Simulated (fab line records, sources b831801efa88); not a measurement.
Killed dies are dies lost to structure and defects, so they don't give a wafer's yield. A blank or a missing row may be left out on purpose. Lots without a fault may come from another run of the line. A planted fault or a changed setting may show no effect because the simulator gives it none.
Split-lot experiment | flow gf180mcu | 5 lots, 23 wafers read, on a route of 602 steps

THE SPLIT
At GF_M2_EXPOSE_11 (exposes mask Metal2, target cd 280 nm), the setting dose_mj was moved away from the recipe's 28 on 7 of the 23 wafers read, by -3.9% to +6.8%. The other wafers ran this setting at the recipe's value.

FROM THE SPLIT TO THE READING: what the file shows between them, 2 steps
- GF_M2_PEB_12: peb time 90 s
- GF_M2_DEVELOP_13: develop time 60 s

THE READING
cd_nm, in nm, at GF_M2_CD_MEAS_14 (target cd 280 nm). Fault-free wafers of this fab line usually give 280.7 nm, standard deviation 1 nm.

wafer  | tool, chamber at the split | dose_mj as run | against the recipe | cd_nm, nm | against lot-mates on the recipe
L075.1 | krf_scanner-02, 0          | 28             | recipe             | 279.9     | -
L075.2 | krf_scanner-02, 0          | 28             | recipe             | 280.8     | -
L075.4 | krf_scanner-02, 0          | 28             | recipe             | 279.0     | -
L075.5 | krf_scanner-02, 0          | 28             | recipe             | 280.1     | -
L075.6 | krf_scanner-02, 0          | 28             | recipe             | 279.3     | -
L082.1 | krf_scanner-02, 0          | 29.9           | +6.8%              | 269.9     | -11.4
L082.2 | krf_scanner-02, 0          | 28             | recipe             | 280.6     | -
L082.3 | krf_scanner-02, 0          | 29.9           | +6.8%              | 272.1     | -9.1
L082.4 | krf_scanner-02, 0          | 29.9           | +6.8%              | 271.8     | -9.4
L082.5 | krf_scanner-02, 0          | 28             | recipe             | 281.9     | -
L083.2 | krf_scanner-02, 0          | 28             | recipe             | 280.1     | -
L083.3 | krf_scanner-02, 0          | 28             | recipe             | 280.5     | -
L083.4 | krf_scanner-02, 0          | 28             | recipe             | 281.4     | -
L084.1 | krf_scanner-02, 0          | 26.92          | -3.9%              | 287.6     | +6.2
L084.2 | krf_scanner-02, 0          | 28             | recipe             | 280.9     | -
L084.3 | krf_scanner-02, 0          | 28             | recipe             | 281.5     | -
L084.4 | krf_scanner-02, 0          | 26.92          | -3.9%              | 287.5     | +6.1
L084.5 | krf_scanner-02, 0          | 28             | recipe             | 281.9     | -
L085.1 | krf_scanner-02, 0          | 28             | recipe             | 279.6     | -
L085.2 | krf_scanner-02, 0          | 29.47          | +5.2%              | 273.3     | -6.6
L085.3 | krf_scanner-02, 0          | 29.47          | +5.2%              | 271.0     | -8.9
L085.4 | krf_scanner-02, 0          | 28             | recipe             | 280.3     | -
L085.6 | krf_scanner-02, 0          | 28             | recipe             | 279.9     | -

THE FIT
A straight line over all 23 wafers: cd_nm changes by -1.5 nm for each +1% of dose_mj; r = -0.98; the points scatter about the line by 1 nm.
The same after taking each lot's own level away (the mean of its wafers on the recipe; 23 wafers): -1.5 nm for each +1%; r = -0.99; scatter 0.7 nm.
On that fit, the largest move of dose_mj shifts the reading by 10 nm.
The lots' own levels span 279.82 to 281.43 nm, that is 1.6 times the standard deviation above.
So the lot-to-lot level changes the slope little: the two slopes agree.
Check: with one of the wafers moved furthest among these (+6.8%) left out of the fit, the line predicts -9.75 nm for it against its lot-mates. It came out at -11.4 nm against them.

OTHER SPLITS ON THESE WAFERS
These wafers also went through other splits before the reading. Each is held against what the fit with the lots' levels taken away leaves over:
other split on the same wafers   | wafers away from the commonest value | r with cd_nm (lot level and that fit taken away)
GF_CONTACT_CVD_00 sih4_flow_sccm | 6                                    | +0.04
GF_CONTACT_SOFTBAKE_10 temp_c    | 10                                   | +0.20
GF_CONTACT_CVD_24 temp_c         | 9                                    | -0.10
GF_M1_SPUTTER_04 power_w         | 7                                    | -0.20
GF_M1_COAT_09 resist_thk_nm      | 5                                    | -0.02
GF_M1_STRIP_17 pressure_mtorr    | 18                                   | +0.01
GF_V1_CMP_04 leave_above_ref_nm  | 9                                    | +0.37
GF_V1_DEVELOP_13 develop_time_s  | 11                                   | +0.16

THE WHOLE CHAIN: every reading that the file lists as answering this split, in the file's order
step                | what it does                                                                         | reading                                                   | change (the file's fit)              | r (the file's)
GF_M2_CD_MEAS_14    | target cd 280 nm                                                                     | cd_nm                                                     | -1.49 nm for each +1% of the setting | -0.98
GF_M2_METAL_ETCH_16 | etches the open film in Cl2/BCl3, stops on SiO2, target depth 627.5 nm, time 104.6 s | M2.cd_nm (the simulator's own value, which no gauge read) | -1.56 nm for each +1% of the setting | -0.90

THE FILE'S OWN FIT
cd_nm changes by -1.49 nm for each +1% of dose_mj, r = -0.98.
